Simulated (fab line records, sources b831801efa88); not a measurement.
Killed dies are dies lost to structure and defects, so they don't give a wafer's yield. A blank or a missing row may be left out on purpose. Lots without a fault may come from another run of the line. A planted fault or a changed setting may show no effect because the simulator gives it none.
A struck lot beside a sound one | flow sky130 | 14 steps out of a route of 708
Sound: wafers L445.2, L445.4, L445.6. Struck: wafers L443.3, L443.4, L443.6. The cause comes at the end.
At each step with rows: each side's tool, then ch and its chambers, then its first start. Under that, the readings that differ: sound wafers | struck wafers | difference of the means | sigmas: that difference in standard deviations of wafers without a fault.
alike: readings whose means differ by less than 2 such deviations, and words and numbers that are the same on both sides. not compared: withheld readings, readings that some wafer has no value for, bounds like >300 that may hide the same value, and numbers for which the record gives no deviation and whose values overlap.
The two part at a step that has a row with sigmas, a row that says differs or no value, or rows on one side only. Numbers that don't overlap but have no deviation are shown without sigmas and don't part them. A reading that every wafer of one side lacks parts them only if that side has two wafers or more.

first, 3 steps without rows for these wafers: SKY_VIA1_STRIP_17 (strips in post etch residue remover, time 1200 s); SKY_VIA1_CLEAN_18 (cleans in IPA, time 180 s); SKY_VIA1_CLEAN_19 (cleans in O3/DIW).
SKY_VIA1_SPUTTER_20: material TiN, target thk 20 nm, time 80 s.
  sound on pvd_sputter-02, day 40 10:05; struck on pvd_sputter-01, day 40 07:14
  alike: cathode_dc_power_W, chamber_pressure_pa, throttle_valve_pct
then, 1 step without rows for these wafers: SKY_VIA1_CVD_21 (deposits W, target thk 270 nm, time 80.902 s).
SKY_VIA1_RS_MEAS_22: measures by four-point-probe.
  sound on film_metro-02, day 40 10:21; struck on film_metro-01, day 40 07:31
  alike: VIA1_W_RS
SKY_VIA1_THK_MEAS_23: measures by xrf.
  sound on film_metro-02, day 40 10:28; struck on film_metro-01, day 40 07:37
  alike: VIA1_W_THK
SKY_VIA1_CMP_24: polishes, stops on SiO2, t overpolish 15 s, target thk 0 nm.
  sound on cmp-02 ch 2,3, day 40 10:34; struck on cmp-01 ch 0,2, day 40 07:42
  alike: motor_current_A, overpolish_run_s, time_to_endpoint_s
SKY_METAL2_SPUTTER_00: material Ti, target thk 15 nm, time 10 s.
  sound on pvd_sputter-04, day 40 10:49; struck on pvd_sputter-03, day 40 07:57
  alike: cathode_dc_power_W, chamber_pressure_pa, throttle_valve_pct
SKY_METAL2_SPUTTER_01: material TiN, target thk 20 nm, time 16.7 s.
  sound on pvd_sputter-04, day 40 10:50; struck on pvd_sputter-03, day 40 07:59
  alike: cathode_dc_power_W, chamber_pressure_pa, throttle_valve_pct
SKY_METAL2_SPUTTER_02: material AlCu, target thk 250 nm, time 13.3 s.
  sound on pvd_sputter-04, day 40 10:52; struck on pvd_sputter-03, day 40 08:00
  alike: cathode_dc_power_W, chamber_pressure_pa, throttle_valve_pct
then, 1 step without rows for these wafers: SKY_METAL2_SPUTTER_03 (material Ti, target thk 5 nm, time 3.3 s).
SKY_METAL2_SPUTTER_04: material TiN, target thk 70 nm, time 58.3 s.
  sound on pvd_sputter-04, day 40 10:54; struck on pvd_sputter-03, day 40 08:02
  no value came back on the struck wafers for cathode_dc_power_W (W), chamber_pressure_pa (Pa), throttle_valve_pct (%); on the sound wafers cathode_dc_power_W (W) reads 6501.0 6499.3 6500.9
SKY_METAL2_THK_MEAS_06: measures by xrf.
  sound on film_metro-01, day 40 11:05; struck on film_metro-02, day 40 09:55
  reading              | sound       | struck      | difference | sigmas
  METAL2_ALCU_THK (nm) | 251 253 251 | 291 288 292 | +39        | +12
  not compared: hold

WHERE THEY PART
First at SKY_METAL2_SPUTTER_04; last, within this record, at SKY_METAL2_THK_MEAS_06.

WHY: what the simulator had put in
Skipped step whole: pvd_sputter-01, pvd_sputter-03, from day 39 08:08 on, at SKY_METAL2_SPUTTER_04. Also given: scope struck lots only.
